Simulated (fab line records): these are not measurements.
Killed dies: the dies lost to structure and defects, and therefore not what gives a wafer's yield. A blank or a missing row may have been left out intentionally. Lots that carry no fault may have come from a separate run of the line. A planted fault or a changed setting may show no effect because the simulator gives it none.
Which of the tools did it? ; flow gf180mcu ; 39 wafers from 13 lots sampled at 4 of the route's 602 steps

WHAT THE GAUGES SHOWED, per wafer
GF_STI_THK_MEAS_04. Usual: STI_CVD_03_THK 207.0 nm, standard deviation 2.4.
lot;measured;on;STI_CVD_03_THK (nm);flag
L227;day 1 15:50;film metro-03;411.8 410.1 410.3;OFF
L228;day 1 18:34;film metro-03;205.6 206.5 205.4;
L229;day 2 02:05;film metro-04;417.4 417.6 417.8;OFF
L230;day 2 04:34;film metro-03;206.9 208.6 206.0;
L231;day 2 10:09;film metro-04;205.2 204.7 204.5;
L232;day 2 16:43;film metro-03;415.2 414.0 416.4;OFF
L233;day 2 19:35;film metro-03;211.9 211.1 209.9;
L244;day 5 02:34;film metro-01;211.7 208.8 210.1;
L245;day 5 07:34;film metro-03;209.3 211.1 210.3;
L246;day 5 15:02;film metro-03;208.4 206.4 207.8;
L248;day 5 22:35;film metro-04;205.6 203.7 205.5;
L249;day 6 03:56;film metro-03;205.3 204.6 202.9;
L250;day 6 08:34;film metro-04;203.2 203.9 205.1;

GF_NWELL_OVL_MEAS_07. Usual: NWELL_OVL 0.2 nm, standard deviation 1.5.
lot;measured;on;NWELL_OVL (nm);flag
L228;day 3 12:29;overlay-02;2.0 3.7 1.7;
L230;day 3 23:10;overlay-02;1.0 -0.7 1.6;
L231;day 4 03:49;overlay-01;-0.7 -3.7 -1.5;
L233;day 4 17:02;overlay-02;0.3 -0.8 -1.2;
L244;day 7 04:08;overlay-02;0.2 0.3 -0.5;
L245;day 7 10:01;overlay-01;5.6 3.5 3.4;
L246;day 7 20:15;overlay-02;-2.4 0.5 -3.5;
L248;day 8 02:47;overlay-01;0.3 0.7 -0.1;
L249;day 8 10:03;overlay-02;0.8 0.1 -0.9;
L250;day 8 14:25;overlay-01;0.7 1.0 -2.5;

TOOL THAT RAN EACH LOT (tool first, then ch and the chambers of the sampled wafers, then the start)
lot;GF_STI_CVD_03;GF_STI_ETCH_13
L227;lpcvd-02 ch 0, day 1 11:41;rie diel-03 ch 0,1, day 2 01:17
L228;lpcvd-02 ch 0, day 1 16:34;rie diel-02 ch 0,1,3, day 2 07:01
L229;lpcvd-01 ch 1, day 1 21:36 and lpcvd-02 ch 1, day 2 00:07;rie diel-03 ch 2,3, day 2 11:05
L230;lpcvd-02 ch 1, day 2 02:34;rie diel-03 ch 1,3, day 2 16:40
L231;lpcvd-02 ch 0, day 2 08:10;rie diel-03 ch 0,1, day 2 22:25
L232;lpcvd-01 ch 0, day 2 12:34;rie diel-02 ch 0,1,2, day 3 02:22
L233;lpcvd-01 ch 1, day 2 17:34;rie diel-02 ch 0,3, day 3 08:17
L244;lpcvd-02 ch 0, day 5 00:34;rie diel-01 ch 0,1, day 5 17:20
L245;lpcvd-02 ch 0, day 5 05:34;rie diel-02 ch 0,2,3, day 5 22:46
L246;lpcvd-01 ch 0, day 5 10:34;rie diel-01 ch 0,1,3, day 6 06:20
L248;lpcvd-02 ch 0, day 5 20:34;rie diel-01 ch 0,2,3, day 6 13:34
L249;lpcvd-01 ch 0, day 6 01:56;rie diel-03 ch 1,2,3, day 6 19:08
L250;lpcvd-01 ch 0, day 6 06:34;rie diel-01 ch 0,2,3, day 7 00:01
- GF_STI_CVD_03: deposits Si3N4 from DCS/NH3, target thk 207.16 nm, time 3551 s.
- GF_STI_ETCH_13: etches the open film in CHF3/O2, stops on Si, target depth 282.31 nm, time 112.9 s.

WHAT THE TOOLS THEMSELVES READ (means of the sampled wafers that have a number; where no wafer has one, the mark that the record gives instead)
GF_STI_CVD_03. Usual: 790.5 C for spike tc bottom C, sd 2.
lot;tool;spike tc bottom C (C);flag
L227;lpcvd-02;790.3;
L228;lpcvd-02;789.8;
L229;lpcvd-01/lpcvd-02;792.5;
L230;lpcvd-02;794.3;
L231;lpcvd-02;790.2;
L232;lpcvd-01;789.3;
L233;lpcvd-01;792.0;
L244;lpcvd-02;790.2;
L245;lpcvd-02;789.5;
L246;lpcvd-01;789.7;
L248;lpcvd-02;790.0;
L249;lpcvd-01;789.3;
L250;lpcvd-01;788.5;

GF_STI_ETCH_13. Usual: drypump motor current A 5.7 A, standard deviation 0.37; oes product au 0.832 a.u., standard deviation 0.0073; throttle valve pct 8.811 %, standard deviation 0.0089.
lot;tool;drypump motor current A (A);oes product au (a.u.);throttle valve pct (%);flag
L227;rie diel-03;5.8;0.996;8.861;OFF
L228;rie diel-02;5.5;0.831;8.816;
L229;rie diel-03;5.9;1.016;8.874;OFF
L230;rie diel-03;5.6;0.834;8.811;
L231;rie diel-03;5.8;0.825;8.812;
L232;rie diel-02;5.6;0.996;8.866;OFF
L233;rie diel-02;5.2;0.837;8.809;
L244;rie diel-01;5.4;0.837;8.810;
L245;rie diel-02;5.3;0.844;8.817;
L246;rie diel-01;5.5;0.834;8.812;
L248;rie diel-01;5.8;0.828;8.808;
L249;rie diel-03;5.9;0.823;8.803;
L250;rie diel-01;5.8;0.824;8.813;

THE ANSWER, worked out from the rows above alone
Rule: a lot counts as off when the mean over its wafers that have a number is more than 3 standard deviations away from the usual mean. Also off: a lot with no number at a reading for which 4 or more lots have one. Any other lot the step has rows for is counted as sound. After the gauges, taken in route order, come the tools' own readings; for these a lot's mean is taken, as printed above. At the first step where some lot is off, the reading lying furthest off is the one used; lots without a number count as furthest.
Off: L227, L229, L232, at GF_STI_THK_MEAS_04 (STI_CVD_03_THK).
A tool fits if, at a process step before that reading, it ran every lot that is off, and no sound lot after the first of them. The gauges at GF_STI_THK_MEAS_04 aren't tried: what is off there is off at GF_STI_ETCH_13 too, on other tools, and a gauge's error can't cause that. No candidate that was tried fits.

WHAT THE SIMULATOR HAD INSERTED
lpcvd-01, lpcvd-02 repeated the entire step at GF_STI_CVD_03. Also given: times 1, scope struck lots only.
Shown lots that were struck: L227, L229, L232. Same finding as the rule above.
